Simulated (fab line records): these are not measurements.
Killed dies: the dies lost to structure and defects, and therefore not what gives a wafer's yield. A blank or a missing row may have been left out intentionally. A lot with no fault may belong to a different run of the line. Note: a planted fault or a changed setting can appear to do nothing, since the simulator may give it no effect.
A struck lot beside a sound one | flow gf180mcu | 15 steps out of a route of 602
Sound: wafers L668.3, L668.4, L668.5. The struck wafers were L676.1, L676.2, L676.6. The cause is named last.
Per side, at each step with rows, come the tool, then ch with its chambers, and then its first start. Under that, the readings that differ: sound wafers | struck wafers | difference of the means | sigmas: that difference in standard deviations of wafers without a fault.
alike: readings whose means differ by less than 2 such deviations, and words and numbers that are the same on both sides. not compared: withheld readings, readings that some wafer has no value for, bounds like >300 that may hide the same value, and numbers for which the record gives no deviation and whose values overlap.
The two part at a step that has a row with sigmas, a row that says differs or no value, or rows on one side only. When numbers do not overlap yet have no deviation, they are printed without sigmas and do not part them. A reading that every wafer of one side lacks parts them only if that side has two wafers or more.

GF_MIM_STRIP_20: strips in O2/N2.
  sound on plasma asher-03 ch 0,1, day 27 19:38; struck on plasma asher-03 ch 0,1, day 30 01:07
  reading                      | sound             | struck            | difference | sigmas
  strip time to endpoint s (s) | 11.12 11.16 11.15 | 11.30 11.31 11.28 | +0.15      | +3
  alike: chamber pressure mTorr, drypump motor current A, heater power w, o2 flow sccm, oes product au, platen temp c
  not compared: rf hours counter h
then, 9 steps without rows for these wafers: GF_MIM_STRIP_21 (strips in post etch residue remover, time 1200 s); GF_MIM_CLEAN_22 (cleans in DIW); GF_M5_DEHYDRATE_00 (time 60 s); GF_M5_HMDS_01 (prime time 60 s); GF_M5_COAT_02 (resist thk 1000 nm); GF_M5_SOFTBAKE_03 (time 60 s); GF_M5_EXPOSE_04 (exposes mask Metal5, target cd 280 nm); GF_M5_PEB_05 (peb time 90 s); GF_M5_DEVELOP_06 (develop time 60 s).
GF_M5_CD_MEAS_07 targets a cd of 280 nm.
  sound on cd sem-02, day 28 15:34; struck on cd sem-02, day 30 19:51
  alike: cd nm
GF_M5_OVL_MEAS_08:
  sound on overlay-02, day 28 15:40; struck on overlay-02, day 30 19:58
  alike: M5_OVL
GF_M5_ETCH_09: etches Si3N4 in CF4/O2, target depth 52 nm, time 11.6 s.
  sound on rie diel-02 ch 0,1,2, day 28 15:41; struck on rie diel-04 ch 0,1, day 30 20:01
  reading                  | sound             | struck            | difference | sigmas
  oes product au (a.u.)    | 0.976 1.010 0.995 | 0.921 0.927 0.922 | -0.070     | -5
  rf fwd power W (W)       | 784 789 791       | 657 665 662       | -127       | -28
  model.etch.depth nm (nm) | 49.94 51.98 51.25 | 45.23 45.85 45.77 | -5.44      |
  alike: chamber pressure mTorr, drypump motor current A, throttle valve pct
  not compared: rf hours counter h, model.KrF_of_M5_COAT_02.thk nm
GF_M5_METAL_ETCH_10: etches the open film in Cl2/BCl3, stops on SiO2, target depth 750.8 nm, time 125.1 s.
  sound on rie metal-02 ch 0,1, day 28 15:45; struck on rie metal-01 ch 0,1, day 30 20:02
  reading               | sound             | struck            | difference | sigmas
  oes product au (a.u.) | 1.000 0.980 0.997 | 0.981 0.980 0.970 | -0.015     | -2
  alike: chamber pressure mTorr, drypump motor current A, mfc cl2 sccm, rf fwd power W, throttle valve pct
  not compared: rf hours counter h
-- the record jumps here: 2 days lie between the struck wafers' starts before and after (it left off in module M5 and takes up again in module PASSIVATION, whose first step shown is number 602 of the route) --
GF_PASSIVATION_PROBE_99:
  record: rows for the struck wafers here (prober-02, day 33 04:44), none for the sound ones

== WHERE THEY PART ==
Last at GF_PASSIVATION_PROBE_99 as far as this record goes, first at GF_MIM_STRIP_20.

WHY: the cause the simulator had injected
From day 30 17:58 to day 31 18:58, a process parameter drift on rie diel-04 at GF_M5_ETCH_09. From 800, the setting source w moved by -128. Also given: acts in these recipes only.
